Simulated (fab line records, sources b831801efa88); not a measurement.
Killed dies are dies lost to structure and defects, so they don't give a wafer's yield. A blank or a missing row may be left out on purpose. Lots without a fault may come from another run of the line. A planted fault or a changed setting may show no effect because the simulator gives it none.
Problem report in the 8D (eight disciplines) form, filled by code | flow gf180mcu | the parts of the form that need people (team, actions taken, sign-off) are left out

1. THE PROBLEM
spin_speed_rpm at GF_TOP_METAL_COAT_09 reads a mean of 3222.2 rpm on 6 wafers of 2 lots; wafers without a fault read 2999.9 rpm with a standard deviation of 2.2. That is +99 or more standard deviations from the usual mean.
The step: resist thk 1500 nm.
First seen on wafer L993.3, day 29 12:35, on litho_track-01. The record holds 36 wafers of 12 lots with a number at this step. Rule for "out", or "out of limits": more than 4 standard deviations from the usual mean. The other wafers with a number count as sound.

2. WHAT IT IS AND WHAT IT IS NOT
question                    | is                     | is not
which readings at this step | spin_speed_rpm         | -
which lots                  | L993, L994             | L101, L102, L104, L105, L106, L109, L110, L111, L988, L991
which wafers of those lots  | all that have a number | -
read on which tools         | litho_track-01         | litho_track-03, litho_track-04
when                        | from day 29 12:35      | up to then (6 sound wafers); but 24 sound wafers of L101, L102, L104, L105, L106, L109, L110, L111 came after

3. SUSPECTS, AND WHAT RULES EACH OUT
Counting: a tool at a process step up to the reading stays a suspect if it ran every lot that is out and no sound lot after the first of them.
- litho_track-01 at GF_TOP_METAL_COAT_09 (resist thk 1500 nm): ruled out as a lasting fault. Sound lots L106, L109, L110 ran on it after its first lot that is out, L993 (day 29 12:35).
Left after counting: nothing in the record.

4. THE CAUSE (what the simulator had put in)
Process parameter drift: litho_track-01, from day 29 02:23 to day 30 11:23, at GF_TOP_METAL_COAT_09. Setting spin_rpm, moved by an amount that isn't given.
Counting ruled it out, wrongly.

5. THE CHAIN OF EFFECTS, in route order
Each row: a reading whose mean over the struck wafers that have a number lies more than 3 standard deviations from the usual. Only readings for which the record gives a usual standard deviation are gone through. hours: the time from each lot's start at the first step in this table that gives one to its start at this step, as a median over the lots. sigmas: the change in usual standard deviations.
hours | step                  | reading                  | usual      | on struck wafers | change | sigmas
0     | GF_TOP_METAL_COAT_09  | spin_speed_rpm           | 2999.9 rpm | 3222.2           | +222.3 | +99 or more
10    | GF_TOP_METAL_STRIP_17 | strip_time_to_endpoint_s | 13.48 s    | 12.86            | -0.62  | -7.0
The process steps in it:
- GF_TOP_METAL_COAT_09: resist thk 1500 nm.
- GF_TOP_METAL_STRIP_17: strips in O2/N2.

6. WHAT WOULD HAVE CAUGHT IT SOONER
In this record the first reading out of limits was taken at day 29 12:35, 10 hours after the fault began at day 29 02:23.
